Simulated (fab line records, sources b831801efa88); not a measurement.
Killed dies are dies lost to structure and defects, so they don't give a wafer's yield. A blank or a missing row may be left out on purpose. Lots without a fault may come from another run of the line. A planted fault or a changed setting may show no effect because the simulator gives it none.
Which tool did it? | flow sky130 | 13 lots, 39 wafers sampled, at 5 steps of a route of 708

WHAT THE GAUGES READ, wafer by wafer
SKY_VT_ADJUST_HVTP_TW_MEAS_11. Usual: VT_ADJUST_HVTP_TW 1354, standard deviation 8.7.
lot  | measured     | on            | VT_ADJUST_HVTP_TW | flag
L646 | day 5 22:11  | film_metro-02 | 1362 1360 1362    |
L647 | day 6 12:58  | film_metro-04 | 1349 1350 1349    |
L648 | day 6 15:00  | film_metro-04 | 1354 1350 1344    |
L650 | day 7 01:51  | film_metro-01 | 1353 1354 1351    |
L651 | day 7 19:07  | film_metro-02 | 1370 1364 1370    |
L653 | day 8 02:08  | film_metro-01 | 1355 1356 1343    |
L655 | day 8 13:58  | film_metro-04 | 1351 1352 1350    |
L656 | day 8 17:29  | film_metro-02 | 1360 1370 1359    |
L657 | day 9 04:14  | film_metro-01 | 1366 1360 1362    |
L659 | day 9 12:19  | film_metro-04 | 1349 1342 1345    |
L660 | day 9 16:30  | film_metro-04 | 1344 1346 1340    |
L662 | day 10 06:03 | film_metro-04 | 1351 1355 1355    |
L665 | day 11 03:43 | film_metro-02 | 30 30 30          | OFF

SKY_LI_CONTACT_BOW_MEAS_03. Usual: LI_CONTACT_BOW 56 um, standard deviation 6.5.
lot  | measured     | on            | LI_CONTACT_BOW (um) | flag
L646 | day 27 16:25 | film_metro-02 | 56 50 56            |
L647 | day 28 08:17 | film_metro-04 | 60 58 55            |
L648 | day 28 11:55 | film_metro-02 | 57 63 45            |
L650 | day 29 08:11 | film_metro-02 | 56 58 59            |
L651 | day 30 08:06 | film_metro-02 | 56 62 51            |
L653 | day 30 15:32 | film_metro-04 | 52 61 55            |
L655 | day 31 07:32 | film_metro-04 | 50 62 64            |
L656 | day 31 13:59 | film_metro-02 | 58 50 49            |
L657 | day 31 18:08 | film_metro-02 | 59 53 68            |
L659 | day 32 10:41 | film_metro-01 | 48 54 59            |
L660 | day 32 21:29 | film_metro-04 | 54 57 47            |
L662 | day 33 09:07 | film_metro-01 | 62 49 66            |
L665 | day 34 08:10 | film_metro-01 | 49 49 54            |

SKY_LI_CONTACT_RS_MEAS_22: measures by four-point-probe. Usual: LI_CONTACT_W_RS 0.284 ohm/sq, standard deviation 0.0036.
lot  | measured     | on            | LI_CONTACT_W_RS (ohm/sq) | flag
L646 | day 28 21:33 | film_metro-01 | 0.284 0.282 0.281        |
L647 | day 29 12:56 | film_metro-01 | 0.284 0.283 0.288        |
L648 | day 29 17:18 | film_metro-04 | 0.280 0.287 0.284        |
L650 | day 30 13:29 | film_metro-04 | 0.280 0.286 0.286        |
L651 | day 31 16:12 | film_metro-02 | 0.283 0.282 0.283        |
L653 | day 31 20:36 | film_metro-01 | 0.280 0.279 0.280        |
L655 | day 32 11:50 | film_metro-02 | 0.281 0.277 0.280        |
L656 | day 32 17:44 | film_metro-01 | 0.282 0.286 0.282        |
L657 | day 32 21:54 | film_metro-04 | 0.284 0.284 0.284        |
L659 | day 33 13:48 | film_metro-02 | 0.280 0.282 0.277        |
L660 | day 34 00:55 | film_metro-04 | 0.286 0.282 0.285        |
L662 | day 34 12:07 | film_metro-04 | 0.287 0.288 0.291        |
L665 | day 35 11:35 | film_metro-04 | 0.281 0.283 0.284        |

WHICH TOOL RAN EACH LOT (tool, then ch and the chambers of the sampled wafers, then the start)
lot  | SKY_NWELL_STRIP_25                  | SKY_VT_ADJUST_HVTP_STRIP_10
L646 | plasma_asher-04 ch 0,1, day 5 02:54 | plasma_asher-03 ch 0,1, day 5 22:04
L647 | plasma_asher-02 ch 0,1, day 5 17:07 | plasma_asher-03 ch 0,1, day 6 12:53
L648 | plasma_asher-01 ch 1, day 5 19:22   | plasma_asher-01 ch 0,1, day 6 14:53
L650 | plasma_asher-01 ch 1, day 6 06:09   | plasma_asher-01 ch 0,1, day 7 01:44
L651 | plasma_asher-04 ch 0,1, day 6 22:42 | plasma_asher-01 ch 0,1, day 7 19:01
L653 | plasma_asher-04 ch 0,1, day 7 06:00 | plasma_asher-03 ch 0,1, day 8 02:02
L655 | plasma_asher-02 ch 0,1, day 7 16:55 | plasma_asher-04 ch 0,1, day 8 13:53
L656 | plasma_asher-02 ch 0,1, day 7 20:08 | plasma_asher-04 ch 0,1, day 8 17:24
L657 | plasma_asher-02 ch 0,1, day 8 06:46 | plasma_asher-04 ch 0,1, day 9 04:07
L659 | plasma_asher-02 ch 1, day 8 14:43   | plasma_asher-04 ch 1, day 9 12:13
L660 | plasma_asher-02 ch 0,1, day 8 18:49 | plasma_asher-01 ch 0,1, day 9 16:24
L662 | plasma_asher-01 ch 0,1, day 9 07:36 | plasma_asher-03 ch 0,1, day 10 05:56
L665 | plasma_asher-01 ch 1, day 10 03:33  | plasma_asher-03 ch 0,1, day 11 03:34
- SKY_NWELL_STRIP_25: strips in O2/N2.
- SKY_VT_ADJUST_HVTP_STRIP_10: strips in O2/N2.

WHAT THE TOOLS THEMSELVES READ (means of the sampled wafers that have a number; where no wafer has one, the mark that the record gives instead)
SKY_NWELL_STRIP_25. Usual: chamber_pressure_mTorr 1500.1 mTorr, standard deviation 1.5; drypump_motor_current_A 5.7 A, standard deviation 0.64; n2_flow_sccm 300.1 sccm, standard deviation 0.9; oes_product_au 0.722 a.u., standard deviation 0.0046; strip_time_to_endpoint_s 36.92 s, standard deviation 0.12.
lot  | tool            | chamber_pressure_mTorr (mTorr) | drypump_motor_current_A (A) | n2_flow_sccm (sccm) | oes_product_au (a.u.) | strip_time_to_endpoint_s (s) | flag
L646 | plasma_asher-04 | 1500.0                         | 5.9                         | 300.2               | 0.725                 | 36.74                        |
L647 | plasma_asher-02 | 1501.3                         | 6.2                         | 299.8               | 0.718                 | 36.85                        |
L648 | plasma_asher-01 | 1498.9                         | 5.0                         | 299.3               | 0.721                 | 37.00                        |
L650 | plasma_asher-01 | 1499.8                         | 5.0                         | 300.3               | 0.724                 | 36.94                        |
L651 | plasma_asher-04 | 1500.3                         | 5.9                         | 300.1               | 0.721                 | 36.99                        |
L653 | plasma_asher-04 | 1500.6                         | 5.9                         | 300.6               | 0.723                 | 36.78                        |
L655 | plasma_asher-02 | 1500.4                         | 6.2                         | 301.5               | 0.722                 | 36.81                        |
L656 | plasma_asher-02 | 1500.4                         | 6.2                         | 300.6               | 0.720                 | 36.77                        |
L657 | plasma_asher-02 | 1498.7                         | 6.0                         | 300.2               | 0.723                 | 36.82                        |
L659 | plasma_asher-02 | 1499.4                         | 6.4                         | 301.4               | 0.725                 | 36.86                        |
L660 | plasma_asher-02 | 1500.1                         | 6.2                         | 299.9               | 0.725                 | 36.73                        |
L662 | plasma_asher-01 | 1499.7                         | 4.9                         | 299.9               | 0.719                 | 37.03                        |
L665 | plasma_asher-01 | 1500.1                         | 5.0                         | 300.3               | 0.957                 | -                            | OFF

SKY_VT_ADJUST_HVTP_STRIP_10. Usual: chamber_pressure_mTorr 1500.0 mTorr, standard deviation 1.4; drypump_motor_current_A 5.5 A, standard deviation 0.64; n2_flow_sccm 299.9 sccm, standard deviation 0.93; oes_product_au 0.715 a.u., standard deviation 0.0044; strip_time_to_endpoint_s 14.17 s, standard deviation 0.045.
lot  | tool            | chamber_pressure_mTorr (mTorr) | drypump_motor_current_A (A) | n2_flow_sccm (sccm) | oes_product_au (a.u.) | strip_time_to_endpoint_s (s) | flag
L646 | plasma_asher-03 | 1500.7                         | 6.1                         | 299.3               | 0.713                 | 14.14                        |
L647 | plasma_asher-03 | 1500.5                         | 6.0                         | 300.2               | 0.716                 | 14.18                        |
L648 | plasma_asher-01 | 1499.7                         | 4.9                         | 300.8               | 0.714                 | 14.21                        |
L650 | plasma_asher-01 | 1500.4                         | 4.9                         | 300.3               | 0.713                 | 14.24                        |
L651 | plasma_asher-01 | 1500.0                         | 4.9                         | 299.7               | 0.717                 | 14.13                        |
L653 | plasma_asher-03 | 1500.6                         | 6.0                         | 299.8               | 0.717                 | 14.14                        |
L655 | plasma_asher-04 | 1500.1                         | 5.9                         | 299.8               | 0.710                 | 14.13                        |
L656 | plasma_asher-04 | 1499.7                         | 5.4                         | 299.5               | 0.711                 | 14.22                        |
L657 | plasma_asher-04 | 1500.1                         | 5.4                         | 299.8               | 0.715                 | 14.19                        |
L659 | plasma_asher-04 | 1501.4                         | 4.9                         | 300.0               | 0.716                 | 14.20                        |
L660 | plasma_asher-01 | 1500.5                         | 4.9                         | 300.3               | 0.715                 | 14.18                        |
L662 | plasma_asher-03 | 1500.3                         | 6.0                         | 300.6               | 0.720                 | 14.14                        |
L665 | plasma_asher-03 | 1500.2                         | 6.0                         | 298.9               | 0.717                 | 26.22                        | OFF

THE ANSWER, worked out from the rows above alone
Rule: a lot is off if the mean of its wafers that have a number lies more than 3 standard deviations from the usual mean. A lot without any number at a reading at which 4 lots or more have one is off too. The other lots that the step has rows for count as sound. The gauges are gone through in route order, then the tools' own readings, and for those a lot's mean is taken as printed above. The first step at which some lot is off is used, and at that step the reading that is off furthest; a lot without a number counts as furthest.
Off: L665, at SKY_VT_ADJUST_HVTP_TW_MEAS_11 (VT_ADJUST_HVTP_TW).
A tool fits if, at a process step before that reading, it ran every lot that is off, and no sound lot after the first of them. The gauges at SKY_VT_ADJUST_HVTP_TW_MEAS_11 aren't tried: what is off there is off at SKY_NWELL_STRIP_25 too, on other tools, and a gauge's error can't cause that. Can't be told from this: 2 tools fit, plasma_asher-01 at SKY_NWELL_STRIP_25, plasma_asher-03 at SKY_VT_ADJUST_HVTP_STRIP_10.

WHAT THE SIMULATOR HAD PUT IN
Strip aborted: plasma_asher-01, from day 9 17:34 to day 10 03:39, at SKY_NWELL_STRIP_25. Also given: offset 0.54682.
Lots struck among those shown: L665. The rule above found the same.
